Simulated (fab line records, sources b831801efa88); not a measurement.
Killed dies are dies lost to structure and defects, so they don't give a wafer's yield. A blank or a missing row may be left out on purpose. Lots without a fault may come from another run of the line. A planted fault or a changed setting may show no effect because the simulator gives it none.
A struck lot beside a sound one | flow sky130 | 15 steps out of a route of 708
Sound: wafers L810.2, L810.4, L810.6. Struck: wafers L825.1, L825.3, L825.4. The cause comes at the end.
At each step with rows: each side's tool, then ch and its chambers, then its first start. Under that, the readings that differ: sound wafers | struck wafers | difference of the means | sigmas: that difference in standard deviations of wafers without a fault.
alike: readings whose means differ by less than 2 such deviations, and words and numbers that are the same on both sides. not compared: withheld readings, readings that some wafer has no value for, bounds like >300 that may hide the same value, and numbers for which the record gives no deviation and whose values overlap.
The two part at a step that has a row with sigmas, a row that says differs or no value, or rows on one side only. Numbers that don't overlap but have no deviation are shown without sigmas and don't part them. A reading that every wafer of one side lacks parts them only if that side has two wafers or more.

SKY_VIA3_OVL_MEAS_13:
  sound on overlay-01, day 39 07:29; struck on overlay-01, day 44 07:44
  alike: VIA3_OVL
then, 1 step without rows for these wafers: SKY_VIA3_ETCH_14 (etches BARC in N2/H2, stops on SiO2, time 45.9 s, target depth 60 nm).
SKY_VIA3_ETCH_15: etches SiO2 in C4F8/O2/Ar, stops on TiN, target depth 507 nm, time 78 s.
  sound on rie_diel-04 ch 0,1,3, day 39 07:34; struck on rie_diel-04 ch 0,2,3, day 44 07:49
  alike: bias_w, oes_product_au
  not compared: rf_hours_counter_h
SKY_VIA3_STRIP_16: strips in O2/N2.
  sound on plasma_asher-01 ch 0,1, day 39 07:37; struck on plasma_asher-01 ch 0,1, day 44 07:53
  alike: drypump_motor_current_A, oes_product_au, strip_time_to_endpoint_s
  not compared: rf_hours_counter_h
then, 3 steps without rows for these wafers: SKY_VIA3_STRIP_17 (strips in post etch residue remover, time 1200 s); SKY_VIA3_CLEAN_18 (cleans in IPA, time 180 s); SKY_VIA3_CLEAN_19 (cleans in O3/DIW).
SKY_VIA3_SPUTTER_20: material TiN, target thk 20 nm, time 80 s.
  sound on pvd_sputter-02, day 39 08:15; struck on pvd_sputter-03, day 44 08:58
  alike: throttle_valve_pct
then, 1 step without rows for these wafers: SKY_VIA3_CVD_21 (deposits W, target thk 390 nm, time 117.31 s).
SKY_VIA3_RS_MEAS_22: measures by four-point-probe.
  sound on film_metro-03, day 39 08:28; struck on film_metro-02, day 44 09:08
  alike: VIA3_W_RS
SKY_VIA3_THK_MEAS_23: measures by xrf.
  sound on film_metro-03, day 39 08:34; struck on film_metro-02, day 44 09:16
  alike: VIA3_W_THK
SKY_VIA3_CMP_24: polishes, stops on SiO2, t overpolish 20 s, target thk 0 nm.
  sound on cmp-02 ch 0,2, day 39 08:40; struck on cmp-02 ch 0,1,3, day 44 09:31
  alike: motor_current_A, overpolish_run_s, time_to_endpoint_s
SKY_METAL4_SPUTTER_00: material Ti, target thk 15 nm, time 10 s.
  sound on pvd_sputter-04, day 39 08:55; struck on pvd_sputter-04, day 44 09:46
  reading                                   | sound             | struck            | difference | sigmas
  model.Ti_of_METAL4_SPUTTER_00.thk_nm (nm) | 14.86 14.87 14.71 | 19.27 19.14 19.31 | +4.43      |
  alike: throttle_valve_pct
SKY_METAL4_SPUTTER_01: material TiN, target thk 20 nm, time 16.7 s.
  sound on pvd_sputter-04, day 39 08:56; struck on pvd_sputter-04, day 44 09:47
  alike: throttle_valve_pct
-- the record jumps here: 5 days lie between the struck wafers' starts before and after (it left off in module METAL4 and takes up again in module PAD_OPEN, whose first step shown is number 708 of the route) --
SKY_PAD_OPEN_PROBE_99:
  sound on prober-02, day 45 11:47; struck on prober-01, day 49 18:24
  reading            | sound    | struck   | difference | sigmas
  killed_at_M0_to_M3 | 66 46 46 | 36 38 37 | -16        | -2
  alike: defect_limited_yield, killed_at_M4_up, killed_at_contacts, killed_at_front_end, killed_at_other, killed_dies, killed_open, killed_short, sort_bin_3_pad_short, sort_bin_5_function, sort_bin_6_memory, sort_n_pass, sort_yield_pct

WHERE THEY PART
Only at SKY_PAD_OPEN_PROBE_99, within this record.

WHY: what the simulator had put in
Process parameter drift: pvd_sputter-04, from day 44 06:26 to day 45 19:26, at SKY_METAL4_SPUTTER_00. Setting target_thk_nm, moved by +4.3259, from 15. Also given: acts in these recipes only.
